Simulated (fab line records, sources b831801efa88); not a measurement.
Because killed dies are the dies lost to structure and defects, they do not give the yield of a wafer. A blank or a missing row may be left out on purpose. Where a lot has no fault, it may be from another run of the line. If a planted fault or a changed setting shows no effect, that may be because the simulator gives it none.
Problem report in the 8D (eight disciplines) form, filled by code | flow sky130 | the parts of the form that need people (team, actions taken, sign-off) are left out

## 1. PROBLEM STATEMENT
VT_ADJUST_LVTN_2_TW at SKY_VT_ADJUST_LVTN_TW_MEAS_21 reads a mean of 208.1 on 1 wafer of 1 lot; wafers without a fault read 188.6 with a standard deviation of 1.4. Relative to the usual mean, that is a shift of +14 standard deviations.
First seen on wafer L510.1, day 10 18:46, on film_metro-03. Wafers with a number at this step in the record: 35, from 12 lots. By rule, "out" or "out of limits" means more than 4 standard deviations away from the usual mean. The rest of the wafers with a number are treated as sound.

## 2. WHAT IT IS, AND WHAT IT ISN'T
question                    | is                  | is not
which readings at this step | VT_ADJUST_LVTN_2_TW | -
which lots                  | L510                | L499, L500, L503, L511, L515, L517, L518, L519, L520, L521, L522
which wafers of those lots  | L510.1              | L510.6
read on which gauges        | film_metro-03       | film_metro-01, film_metro-02
when                        | from day 10 18:46   | up to then (10 sound wafers); but 24 sound wafers of L511, L515, L517, L518, L519, L520, L521, L522 came after

## 3. THE SUSPECTS, EACH WITH WHAT RULES IT OUT
Counting: a tool at a process step up to the reading stays a suspect if it ran every lot that is out. Sound lots after the first of them don't rule it out here, since some wafers of a struck lot are sound.
- ruled out: the gauge at SKY_VT_ADJUST_LVTN_TW_MEAS_21. All the wafers that are out were read on film_metro-03, but those of them that SKY_VT_ADJUST_LVTN_IMPLANT_19 has rows for are out there too, on other tools.
- implanter-04 at SKY_VT_ADJUST_LVTN_IMPLANT_19: kept. L510, the lot that is out, went through it at day 10 18:31; up to then, the latest sound lot through it was L503 at day 9 00:11. Its own readings are out on those wafers: beam_on_s, faraday_current_uA.
Left after counting: implanter-04 at SKY_VT_ADJUST_LVTN_IMPLANT_19.

## 4. THE CAUSE (what the simulator had put in)
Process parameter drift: implanter-04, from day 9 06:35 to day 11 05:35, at SKY_VT_ADJUST_LVTN_IMPLANT_19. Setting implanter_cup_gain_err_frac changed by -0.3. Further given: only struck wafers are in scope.
The count eliminated every tool but this one.

## 5. SEQUENCE OF EFFECTS, ordered by route
Rows list readings where the struck wafers' mean (over those with a number) sits beyond 3 standard deviations from the usual. Only readings for which the record gives a usual standard deviation are gone through. hours: the time from each lot's start at the first step in this table that gives one to its start at this step, as a median over the lots. sigmas: the change in usual standard deviations.
hours | step                          | reading             | usual   | on struck wafers | change | sigmas
0     | SKY_VT_ADJUST_LVTN_IMPLANT_19 | beam_on_s           | 10.01 s | 14.14            | +4.13  | +21
0     | SKY_VT_ADJUST_LVTN_IMPLANT_19 | faraday_current_uA  | 3.66    | 2.60             | -1.06  | -15
0     | SKY_VT_ADJUST_LVTN_TW_MEAS_21 | VT_ADJUST_LVTN_2_TW | 188.6   | 208.1            | +19.5  | +14
It contains these process steps:
- SKY_VT_ADJUST_LVTN_IMPLANT_19

## 6. HOW IT WOULD HAVE BEEN CAUGHT EARLIER
The first out-of-limits reading at a measuring or inspecting step in this record came at day 10 18:46, 36 hours after the fault's start at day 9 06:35.
The tool's own readings at SKY_VT_ADJUST_LVTN_IMPLANT_19 were out on every struck wafer that the step has a row for (beam_on_s, faraday_current_uA): an alarm limit on them would have fired on the first of those.
By day 10 18:46, every lot that is out (1) had started SKY_VT_ADJUST_LVTN_IMPLANT_19 on implanter-04. Holding the tool at that point would not have protected any of them.
